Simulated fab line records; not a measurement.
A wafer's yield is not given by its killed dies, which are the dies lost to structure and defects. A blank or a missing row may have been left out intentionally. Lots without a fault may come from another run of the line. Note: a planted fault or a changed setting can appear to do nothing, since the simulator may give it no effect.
8D (eight disciplines) problem report, filled in by code ; flow sky130 ; the parts of the form that need people (team, actions taken, sign-off) are left out

## 1. THE PROBLEM
Wafers without a fault read 0.9 % with a standard deviation of 0.43, while sort_bin_3_pad_short at SKY_PAD_OPEN_PROBE_99 averages 5.2 % across 3 wafers of 1 lot. That puts it +9.9 standard deviations away from the usual mean.
First observed at day 49 16:05: wafer L622.2, on prober-01. The record has a number at this step for 24 wafers belonging to 8 lots. Rule for "out", or "out of limits": more than 4 standard deviations from the usual mean. The other wafers with a number count as sound.

## 2. WHAT IT IS; WHAT IT IS NOT
question;is;is not
which readings at this step;sort_bin_3_pad_short, killed_at_M0_to_M3;killed_at_M4_up, killed at contacts, killed at front end, killed at other, killed open, killed short, sort_bin_6_memory
which lots;L622;L606, L607, L608, L609, L615, L618, L627
which wafers of those lots;all that have a number;-
read on which tools;prober-01;prober-02
when;from day 49 16:05;"up to then (18 sound wafers); but 3 sound wafers of L627 came after"

## 3. SUSPECTS, AND WHAT RULES EACH OUT
Counting: a tool stays on the suspect list if, at a process step up to the reading, it processed all lots that are out and no sound lot following the first of them.
- wet bench-01 at SKY_METAL2_CLEAN_23 (cleans in O3/DIW): kept. It ran the lot that is out, L622 (day 40 06:10), and no sound lot after that; its last sound lot up to then is L615 (day 38 11:13).
- pvd sputter-02 at SKY_METAL5_SPUTTER_01 (material TiN, target thk 20 nm, time 16.7 s): kept. It ran the lot that is out, L622 (day 47 04:02), and no sound lot after that.
- pecvd-03 at SKY_PASSIVATION_CVD_02 (deposits Si3N4, target thk 540 nm): ruled out as a lasting fault. After its first lot that is out, L622 (day 48 01:19), sound lots L627 ran on it.
- prober-01 at SKY_PAD_OPEN_PROBE_99: kept. It ran the lot that is out, L622 (day 49 16:05), and no sound lot after that; its last sound lot up to then is L618 (day 49 05:00). Out on those wafers are its own readings of killed_at_M0_to_M3, sort_bin_3_pad_short.
Still standing after the count: wet bench-01 at SKY_METAL2_CLEAN_23, pvd sputter-02 at SKY_METAL5_SPUTTER_01, prober-01 at SKY_PAD_OPEN_PROBE_99.

## 4. THE CAUSE (what the simulator had put in)
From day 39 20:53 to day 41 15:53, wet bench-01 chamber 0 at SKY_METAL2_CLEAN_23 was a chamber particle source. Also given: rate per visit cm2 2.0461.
Counting left 3 suspects, and this tool is among them.

## 5. THE CHAIN OF EFFECTS, in route order
Each row: a reading whose mean over the struck wafers that have a number lies more than 3 standard deviations from the usual. Readings are gone through only where the record gives a usual standard deviation; hours: the median, over the lots, of the time from a lot's start at the first step in this table giving one to that lot's start at this step; sigmas: the change measured in usual standard deviations.
hours;step;reading;usual;on struck wafers;change;sigmas
0;SKY_PAD_OPEN_PROBE_99;defect limited yield;82.3 %;75.3;-7.0;-3.5
0;SKY_PAD_OPEN_PROBE_99;killed_at_M0_to_M3;44;90;+46;+6.4
0;SKY_PAD_OPEN_PROBE_99;killed dies;87;122;+35;+3.6
0;SKY_PAD_OPEN_PROBE_99;killed on rim;17;30;+13;+3.3
0;SKY_PAD_OPEN_PROBE_99;sort_bin_3_pad_short;0.9 %;5.2;+4.3;+9.9
0;SKY_PAD_OPEN_PROBE_99;sort n pass;405;370;-35;-3.6
0;SKY_PAD_OPEN_PROBE_99;sort yield pct;82.3 %;75.3;-7.0;-3.5
The process steps in it:
- SKY_PAD_OPEN_PROBE_99

## 6. WHAT WOULD HAVE CAUGHT IT SOONER
The fault began at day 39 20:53; the first out-of-limits reading in this record came at day 49 16:05, 235 hours later.
By day 49 16:05 the whole set of lots that are out, 1 in number, had already begun SKY_METAL2_CLEAN_23 on wet bench-01. A hold on the tool at that time would have spared none of them.
